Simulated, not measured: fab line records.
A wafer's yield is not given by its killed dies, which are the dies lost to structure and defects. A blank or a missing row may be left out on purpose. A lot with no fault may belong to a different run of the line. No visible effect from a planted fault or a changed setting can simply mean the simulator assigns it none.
fab line records | flow gf180mcu
[record] lots = 12 wafers = 36 lastDay = 34
route steps=602 shown NWELL@51 VT_IMPLANT@110 POLY_GATE@171 HV_LDD@233
lots untouched by any fault: they come from a run of this same line in which no faults occurred
startH: start of the lot's first displayed wafer, in hours after the record's first day | waitH: hours since the lot's step before | " identical to the entry in the row above | L1.1+2: a row that stands for several wafers | - no value present, or no start provided | * or withheld: withheld | < > ~ a bound
route shown NAME@n: a module of which the file shows steps, and the number in the route of the first | usual: the fault-free wafers' mean and standard deviation | same: alike in all rows | chamber/n: place in a boat | sites: each site's reading | _std_site: standard deviation of those values | _edge_site: outer sites' mean less inner sites' | radiusMm: how far each site lies from the wafer's centre | mask NAME#n: copy n | behind: tool/chamber where the wafer was last shaped | hold: the reason the lot was held/the length of the hold in hours/how it ended | device: the transistor (n, p or np) that didn't switch | end of line: tests run on the same wafers once the route is complete | a step given without rows: its recipe and nothing more | killed: at the first sort, the dies lost to defects and structure; wafer yield is something else | map: the dies of a wafer, with x for killed, . for not killed, _ for no die there
set.NAME: the setting the step ran with; set.NAME@STEP: the setting that earlier step ran with | model.NAME: the simulator's own value behind a step, which no gauge read
one table for each step of the route and one row for each wafer, over a sample of lots
services: when a tool's chamber went out of use (startH, in hours from the record's first day, below 0 if earlier), for how many hours, and the reason
[[steps]]
[step GF_NWELL_IMPLANT_09]
[recipe] species = P energyKev = 160 doseCm2 = 4e+12 tiltDeg = 0
[usual] doseIonsCm2 = 4e+12/4.6e+09 endStationPressureTorr = 4.99e-06/2.7e-07 faradayCurrentUA = 22.5/0.44
// columns lot.wafer tool chamber startH waitH doseIonsCm2 endStationPressureTorr faradayCurrentUA
L142.1 implanter-02 0 68.53 0.1 3.994e+12 4.68e-06 22.8
L142.4 " 0 " " 3.998e+12 4.69e-06 23.6
L142.6 " 0 " " 4e+12 5.19e-06 22.8
L144.4 implanter-01 0 76.96 0.1 3.999e+12 5.39e-06 22.1
L144.5 " 0 " " 4.004e+12 5.1e-06 22.7
L144.6 " 0 " " 4.001e+12 4.8e-06 22.6
L147.1 implanter-01 0 94.39 0.1 4.005e+12 4.86e-06 21.9
L147.4 " 0 " " 4.007e+12 4.68e-06 23.1
L147.6 " 0 " " 4.006e+12 4.96e-06 22.4
L148.4 implanter-03 0 98.76 0.1 4.001e+12 5e-06 22.7
L148.5 " 0 " " 4.003e+12 4.53e-06 22.9
L148.6 " 0 " " 4.001e+12 5.04e-06 22.6
L150.2 implanter-01 0 109.41 0.1 4.007e+12 5.05e-06 22.2
L150.4 " 0 " " 3.998e+12 5.33e-06 22.6
L150.5 " 0 " " 3.996e+12 5.17e-06 22.3
L155.2 implanter-01 0 135.81 0.1 3.3933e+13 5.09e-06 199.0
L155.5 " 0 " " 3.3935e+13 4.83e-06 193.6
L155.6 " 0 " " 3.3934e+13 4.9e-06 197.1
L158.2 implanter-01 0 152.76 0.1 3.3924e+13 5.28e-06 196.8
L158.4 " 0 " " 3.3927e+13 5.18e-06 193.0
L158.5 " 0 " " 3.3924e+13 5.18e-06 194.6
L159.1 implanter-01 0 158.34 0.1 3.3928e+13 5.09e-06 190.2
L159.3 " 0 " " 3.3931e+13 5.18e-06 192.7
L159.6 " 0 " " 3.3932e+13 5.13e-06 189.2
L160.1 implanter-03 0 163.99 0.1 3.997e+12 5.45e-06 22.1
L160.4 " 0 " " 3.992e+12 4.76e-06 23.4
L160.6 " 0 " " 3.998e+12 5.07e-06 21.8
L161.2 implanter-02 0 169.61 0.1 4.009e+12 5.06e-06 22.1
L161.4 " 0 " " 4.003e+12 5.05e-06 22.2
L161.6 " 0 " " 4.001e+12 4.98e-06 22.1
L162.1 implanter-02 0 174.23 0.1 4.002e+12 5.01e-06 22.1
L162.2 " 0 " " 3.997e+12 5.04e-06 22.7
L162.5 " 0 " " 4.007e+12 5.26e-06 22.5
L163.1 implanter-02 0 180.19 0.1 4.005e+12 4.45e-06 21.9
L163.3 " 0 " " 4.002e+12 5.28e-06 23.0
L163.6 " 0 " " 3.998e+12 4.63e-06 22.0
[step GF_NWELL_TW_MEAS_11]
[usual] NWELL_TW = 1583/12
// columns lot.wafer tool chamber startH waitH NWELL_TW
L142.1 filmMetro-03 - 68.78 0.1 1585
L142.4 " - " " 1583
L142.6 " - " " 1587
L144.4 filmMetro-01 - 77.16 0.1 1571
L144.5 " - " " 1579
L144.6 " - " " 1573
L147.1 filmMetro-03 - 94.64 0.1 1579
L147.4 " - " " 1583
L147.6 " - " " 1583
L148.4 filmMetro-02 - 98.96 0.1 1605
L148.5 " - " " 1599
L148.6 " - " " 1604
L150.2 filmMetro-03 - 109.65 0.1 1585
L150.4 " - " " 1573
L150.5 " - " " 1580
L155.2 filmMetro-02 - 136.04 0.1 2016
L155.5 " - " " 2023
L155.6 " - " " 2023
L158.2 filmMetro-03 - 152.99 0.1 2004
L158.4 " - " " 2003
L158.5 " - " " 2016
L159.1 filmMetro-02 - 158.59 0.1 2000
L159.3 " - " " 1993
L159.6 " - " " 1989
L160.1 filmMetro-03 - 164.24 0.1 1587
L160.4 " - " " 1597
L160.6 " - " " 1597
L161.2 filmMetro-01 - 169.85 0.1 1569
L161.4 " - " " 1576
L161.6 " - " " 1571
L162.1 filmMetro-02 - 174.48 0.1 1601
L162.2 " - " " 1591
L162.5 " - " " 1593
L163.1 filmMetro-02 - 180.44 0.1 1593
L163.3 " - " " 1594
L163.6 " - " " 1595
[step GF_VT_IMPLANT_STRIP_20]
[recipe] chemistry = O2/N2 powerW = 1400 pressureMtorr = 1500 platenTempC = 250 o2FlowSccm = 3000 n2FlowSccm = 300 overashFraction = 0.5
[usual] drypumpMotorCurrentA = 5.5/0.62 heaterPowerW = 356/19 oesProductAu = 0.717/0.0046 stripTimeToEndpointS = 12.63/0.035
// columns lot.wafer tool chamber startH waitH drypumpMotorCurrentA heaterPowerW oesProductAu rfHoursCounterH stripTimeToEndpointS
L142.1 plasmaAsher-04 0 138.98 0.1 4.9 344 0.716 35 12.63
L142.4 " 1 " " 5.1 371 0.720 - 12.62
L142.6 " 1 " " 5.1 367 0.718 - 12.57
L144.4 plasmaAsher-03 0 149.27 0.1 5.5 344 0.715 - 12.67
L144.5 " 1 " " 6.1 375 0.728 - 12.64
L144.6 " 0 " " 5.5 346 0.717 - 12.67
L147.1 plasmaAsher-04 1 169.89 0.1 5.1 386 0.723 38 12.63
L147.4 " 1 " " 5.1 382 0.720 - 12.70
L147.6 " 0 " " 4.9 338 0.714 - 12.66
L148.4 plasmaAsher-03 1 173.92 0.1 6.1 367 0.716 - 12.70
L148.5 " 0 " " 5.5 345 0.715 - 12.67
L148.6 " 1 " " 6.1 374 0.720 - 12.68
L150.2 plasmaAsher-03 0 187.13 0.1 5.5 344 0.709 53 12.59
L150.4 " 0 " " 5.4 341 0.715 - 12.59
L150.5 " 0 " " 5.4 338 0.720 - 12.60
L155.2 plasmaAsher-02 1 218.84 0.1 5.7 333 0.719 10 12.60
L155.5 " 1 " " 5.7 333 0.723 - 12.61
L155.6 " 0 " " 6.6 360 0.716 - 12.63
L158.2 plasmaAsher-04 0 237.48 0.1 4.9 331 0.712 45 12.63
L158.4 " 1 " " 5.1 382 0.710 - 12.63
L158.5 " 0 " " 4.9 342 0.712 - 12.62
L159.1 plasmaAsher-04 1 245.13 0.1 5.1 373 0.715 46 12.61
L159.3 " 0 " " 4.9 334 0.711 - 12.63
L159.6 " 1 " " 5.1 377 0.717 - 12.61
L160.1 plasmaAsher-04 0 250.78 0.1 4.9 337 0.717 47 12.66
L160.4 " 0 " " 4.9 342 0.715 - 12.64
L160.6 " 1 " " 5.1 380 0.715 - 12.62
L161.2 plasmaAsher-04 1 257.83 0.1 5.1 373 0.712 47 12.59
L161.4 " 0 " " 4.9 338 0.718 - 12.63
L161.6 " 0 " " 4.9 334 0.708 - 12.61
L162.1 plasmaAsher-04 1 263.13 0.1 5.1 382 0.717 48 12.67
L162.2 " 0 " " 4.9 327 0.715 48 12.69
L162.5 " 0 " " 4.9 343 0.723 - 12.69
L163.1 plasmaAsher-02 1 269.54 0.1 5.7 348 0.723 16 12.64
L163.3 " 1 " " 5.7 332 0.721 - 12.64
L163.6 " 1 " " 5.7 346 0.720 - 12.61
[step GF_VT_IMPLANT_RS_MEAS_47]
[recipe] thkMeasGauge = four-point-probe
[usual] NWELL_RS = 488.1/1.4
// columns lot.wafer tool chamber startH waitH NWELL_RS[ohm/sq]
L142.1 filmMetro-02 - 171.26 0.1 488.7
L142.4 " - " " 488.6
L142.6 " - " " 487.8
L144.4 filmMetro-03 - 181.22 0.1 484.1
L144.5 " - " " 485.5
L144.6 " - " " 486.7
L147.1 filmMetro-03 - 203.67 0.1 486.6
L147.4 " - " " 486.8
L147.6 " - " " 488.3
L148.4 filmMetro-03 - 208.23 0.1 486.4
L148.5 " - " " 486.5
L148.6 " - " " 485.6
L150.2 filmMetro-01 - 221.83 0.1 487.9
L150.4 " - " " 490.1
L150.5 " - " " 487.0
L155.2 filmMetro-01 - 255.64 0.1 286.9
L155.5 " - " " 286.9
L155.6 " - " " 286.1
L158.2 filmMetro-02 - 274.88 0.1 285.6
L158.4 " - " " 284.9
L158.5 " - " " 285.7
L159.1 filmMetro-01 - 284.31 0.1 286.5
L159.3 " - " " 286.7
L159.6 " - " " 287.1
L160.1 filmMetro-03 - 289.51 0.1 487.0
L160.4 " - " " 486.4
L160.6 " - " " 486.9
L161.2 filmMetro-01 - 298.08 0.1 488.8
L161.4 " - " " 490.0
L161.6 " - " " 488.0
L162.1 filmMetro-01 - 303.52 0.1 489.6
L162.2 " - " " 488.4
L162.5 " - " " 487.5
L163.1 filmMetro-02 - 309.71 0.1 488.2
L163.3 " - " " 488.1
L163.6 " - " " 487.4
[step GF_POLY_GATE_STRIP_14]
[recipe] chemistry = O2/N2 powerW = 1400 pressureMtorr = 1500 platenTempC = 250 o2FlowSccm = 3000 n2FlowSccm = 300 overashFraction = 0.5
[usual] drypumpMotorCurrentA = 5.3/0.34 heaterPowerW = 345/31 oesProductAu = 0.505/0.0048
// columns lot.wafer tool chamber startH waitH drypumpMotorCurrentA heaterPowerW oesProductAu rfHoursCounterH
L142.1 plasmaAsher-01 1 212.16 0.0 5.4 371 0.500 53
L142.4 " 1 " " 5.3 376 0.497 -
L142.6 " 1 " " 5.4 371 0.508 -
L144.4 plasmaAsher-03 1 223.34 0.1 6.2 368 0.509 -
L144.5 " 0 " " 5.5 339 0.512 -
L144.6 " 1 " " 6.1 368 0.499 -
L147.1 plasmaAsher-03 0 246.19 0.0 5.5 339 0.500 59
L147.4 " 1 " " 6.1 364 0.508 -
L147.6 " 0 " " 5.5 353 0.506 -
L148.4 plasmaAsher-04 1 252.04 0.1 5.1 371 0.504 -
L148.5 " 0 " " 4.9 330 0.501 -
L148.6 " 1 " " 5.1 387 0.506 -
L150.2 plasmaAsher-01 0 263.71 0.0 5.1 295 0.504 58
L150.4 " 1 " " 5.4 378 0.511 -
L150.5 " 1 " " 5.4 368 0.508 -
L155.2 plasmaAsher-04 0 300.36 0.0 4.9 337 0.502 52
L155.5 " 1 " " 5.1 370 0.503 -
L155.6 " 0 " " 4.9 342 0.510 -
L158.2 plasmaAsher-01 1 321.19 0.0 5.4 364 0.503 64
L158.4 " 1 " " 5.4 361 0.510 -
L158.5 " 0 " " 5.1 298 0.509 -
L159.1 plasmaAsher-01 0 333.05 1.8 5.1 290 0.503 65
L159.3 " 0 " " 5.1 302 0.509 -
L159.6 " 1 " " 5.4 369 0.498 -
L160.1 plasmaAsher-03 0 336.95 0.0 5.5 343 0.500 67
L160.4 " 0 " " 5.5 342 0.494 -
L160.6 " 1 " " 6.1 367 0.505 -
L161.2 plasmaAsher-01 1 345.50 0.0 5.4 378 0.502 67
L161.4 " 0 " " 5.1 296 0.498 -
L161.6 " 0 " " 5.1 287 0.513 -
L162.1 plasmaAsher-01 0 350.41 0.0 5.1 290 0.501 68
L162.2 " 1 " " 5.4 368 0.506 68
L162.5 " 1 " " 5.4 368 0.509 -
L163.1 plasmaAsher-01 1 358.09 0.0 5.4 360 0.501 68
L163.3 " 0 " " 5.1 304 0.511 -
L163.6 " 1 " " 5.4 364 0.501 -
[step GF_HV_LDD_THK_MEAS_57]
[recipe] reads = Si3N4_of_HV_LDD_CVD_56
[usual] HV_LDD_CVD_56_THK = 89.9/0.84
// columns lot.wafer tool chamber startH waitH HV_LDD_CVD_56_THK[nm]
L142.1 filmMetro-03 - 295.24 0.0 90.1
L142.4 " - " " 90.4
L142.6 " - " " 90.5
L144.4 filmMetro-03 - 305.35 0.0 88.7
L144.5 " - " " 88.8
L144.6 " - " " 89.0
L147.1 filmMetro-02 - 331.07 0.0 90.1
L147.4 " - " " 89.4
L147.6 " - " " 90.2
L148.4 filmMetro-01 - 340.80 0.0 91.9
L148.5 " - " " 90.3
L148.6 " - " " 91.0
L150.2 filmMetro-01 - 350.86 0.0 89.3
L150.4 " - " " 88.3
L150.5 " - " " 88.9
L155.2 filmMetro-02 - 394.15 0.0 91.5
L155.5 " - " " 90.7
L155.6 " - " " 90.6
L158.2 filmMetro-01 - 415.71 0.0 90.3
L158.4 " - " " 90.5
L158.5 " - " " 89.2
L159.1 filmMetro-02 - 430.34 0.0 89.7
L159.3 " - " " 90.1
L159.6 " - " " 90.0
L160.1 filmMetro-01 - 435.22 0.0 90.0
L160.4 " - " " 90.6
L160.6 " - " " 90.5
L161.2 filmMetro-02 - 445.11 0.0 90.1
L161.4 " - " " 90.3
L161.6 " - " " 89.8
L162.1 filmMetro-01 - 451.35 0.0 88.8
L162.2 " - " " 88.1
L162.5 " - " " 88.7
L163.1 filmMetro-01 - 459.46 0.0 90.0
L163.3 " - " " 90.6
L163.6 " - " " 90.2
[[services]]
// columns tool chamber startH hours kind
implanter-02 - 47.85 3.8 pm
plasmaAsher-01 - 50.25 6.9 repair
plasmaAsher-03 - 51.02 0.8 repair
implanter-02 - 57.98 5.2 pm
plasmaAsher-03 - 62.94 5.7 repair
plasmaAsher-03 - 68.79 0.4 repair
plasmaAsher-03 - 81.40 6.4 repair
implanter-02 - 90.17 23.6 pm
implanter-01 - 95.99 2.9 repair
plasmaAsher-04 - 161.70 2.4 repair
implanter-01 - 167.91 3.9 repair
implanter-02 - 194.12 8.4 repair
implanter-02 - 202.51 10.5 pm
implanter-01 - 205.02 3.3 pm
plasmaAsher-03 - 214.96 1.5 repair
implanter-02 - 217.61 0.6 repair
plasmaAsher-04 - 282.96 1.8 repair
plasmaAsher-04 - 292.25 0.9 repair
plasmaAsher-03 - 315.11 2.8 pm
plasmaAsher-03 - 317.86 15.5 pm
implanter-01 - 318.90 15.7 pm
plasmaAsher-04 - 320.57 25.7 pm
plasmaAsher-01 - 323.56 9.0 repair
plasmaAsher-03 - 357.45 2.6 repair
[[key]]
[firstSign] step = GF_NWELL_IMPLANT_09 reading = doseIonsCm2 direction = up sigmas = 99+ usual = 4e+12 struck = 3.393e+13
[effect] step = GF_NWELL_IMPLANT_09 reading = faradayCurrentUA direction = up sigmas = 99+ usual = 22.5 struck = 194.0
[effect] step = GF_NWELL_TW_MEAS_11 reading = NWELL_TW direction = up sigmas = 36 usual = 1583 struck = 2007
[effect] step = GF_VT_IMPLANT_RS_MEAS_47 reading = NWELL_RS direction = down sigmas = 99+ usual = 488.1 struck = 286.3
metAt GF_NWELL_IMPLANT_09
struckLots L155,L158,L159
testerLeftOut L155,L158,L159
notActingAt GF_VT_IMPLANT_STRIP_20,GF_POLY_GATE_STRIP_14,GF_HV_LDD_THK_MEAS_57
onsetBetween 109.41 135.81
[fault] kind = processParameterDrift tool = implanter-01 chamber = - onsetH = 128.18 steps = GF_NWELL_IMPLANT_09 channel = doseCm2 offset = 2.9931e+13 shape = step endH = 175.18 actsIn = theseRecipesOnly stated = 4e+12
// testerLeftOut: of these lots the tester's yield and bins aren't shown, on N5 and GAA mostly nor the transistor test; their killed dies are dies lost to structure and defects alone, not to doping, threshold or leakage, so they don't give the yield
